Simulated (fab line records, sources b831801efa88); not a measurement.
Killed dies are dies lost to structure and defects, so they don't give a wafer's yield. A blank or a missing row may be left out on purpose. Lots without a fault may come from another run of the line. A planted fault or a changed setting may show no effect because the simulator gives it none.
Tool commonality check | flow sky130 | 11 lots, 33 wafers sampled

WHY IT WAS OPENED
At SKY_LI_CONTACT_RS_MEAS_22 the reading LI_CONTACT_W_RS is flagged on 2 of 11 lots. Wafers without a fault read 0.282 ohm/sq, standard deviation 0.0033.
Rule: a lot is flagged when every wafer of it that has a number lies more than 4 standard deviations from that mean, or none has a number. The other lots count as sound.

lot  | measured     | on            | LI_CONTACT_W_RS (ohm/sq), wafer by wafer | flag
L354 | day 29 02:33 | film_metro-04 | 0.282 0.279 0.280                        |
L355 | day 29 12:25 | film_metro-02 | 0.277 0.281 0.280                        |
L360 | day 31 21:29 | film_metro-04 | 0.280 0.282 0.277                        |
L362 | day 32 10:24 | film_metro-01 | 0.280 0.272 0.278                        |
L363 | day 32 14:49 | film_metro-01 | 0.282 0.284 0.281                        |
L368 | day 34 01:35 | film_metro-02 | 0.285 0.279 0.287                        |
L370 | day 34 19:16 | film_metro-04 | 0.282 0.286 0.282                        |
L374 | day 35 16:23 | film_metro-01 | 0.277 0.278 0.283                        |
L375 | day 35 23:57 | film_metro-01 | 0.199 0.198 0.198                        | FLAGGED
L376 | day 36 07:40 | film_metro-04 | 0.196 0.197 0.193                        | FLAGGED
L377 | day 36 12:01 | film_metro-02 | 0.286 0.284 0.283                        |
The numbers of the flagged lots are 0.197 ohm/sq on average: -0.085 ohm/sq against the usual, or -26 standard deviations.

WHICH TOOL RAN EACH LOT
The record holds 1 process step before the reading, out of a route of 708 steps. In each cell: the tool, then ch and the chambers that the sampled wafers went through, then the start.
lot  | flag    | SKY_LI_CONTACT_CVD_21
L354 |         | cvd_w-02 ch 0,1, day 29 02:26
L355 |         | cvd_w-01 ch 0,1, day 29 12:17
L360 |         | cvd_w-02 ch 0,1, day 31 21:22
L362 |         | cvd_w-01 ch 0,1, day 32 10:17
L363 |         | cvd_w-01 ch 0,1, day 32 14:41
L368 |         | cvd_w-02 ch 0,1, day 34 01:28
L370 |         | cvd_w-02 ch 0,1, day 34 19:08
L374 |         | cvd_w-02 ch 0,1, day 35 16:16
L375 | FLAGGED | cvd_w-01 ch 0, day 35 23:50
L376 | FLAGGED | cvd_w-01 ch 0,1, day 36 07:32
L377 |         | cvd_w-02 ch 0,1, day 36 11:54
What these steps do:
- SKY_LI_CONTACT_CVD_21: deposits W, target thk 400 nm, time 120.56 s.
- SKY_LI_CONTACT_RS_MEAS_22: measures by four-point-probe.

FLAGGED OVER TOTAL, TOOL BY TOOL (the gauges that took the reading come last)
step                      | tool          | lots run | flagged | share of the flagged lots | sound lots run after its first flagged lot
SKY_LI_CONTACT_CVD_21     | cvd_w-01      | 5        | 2       | all                       | 0
SKY_LI_CONTACT_CVD_21     | cvd_w-02      | 6        | 0       | none                      | -
SKY_LI_CONTACT_RS_MEAS_22 | film_metro-01 | 4        | 1       | some                      | 0
SKY_LI_CONTACT_RS_MEAS_22 | film_metro-02 | 3        | 0       | none                      | -
SKY_LI_CONTACT_RS_MEAS_22 | film_metro-04 | 4        | 1       | some                      | 0

WHAT THE TABLE ALLOWS
1 row of the table ran every flagged lot: cvd_w-01 at SKY_LI_CONTACT_CVD_21.
- cvd_w-01 at SKY_LI_CONTACT_CVD_21: 2 of its 5 lots flagged. Its last sound lot is L363 (day 32 14:41), its first flagged lot L375 (day 35 23:50): a fault that began between those two fits.
One tool is left: cvd_w-01 at SKY_LI_CONTACT_CVD_21.

WHAT THE SIMULATOR HAD PUT IN
Process parameter drift: cvd_w-01, from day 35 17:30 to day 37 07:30, at SKY_LI_CONTACT_CVD_21. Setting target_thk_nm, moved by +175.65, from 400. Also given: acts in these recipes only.
Lots struck among those shown: L375, L376. The rule above found the same.
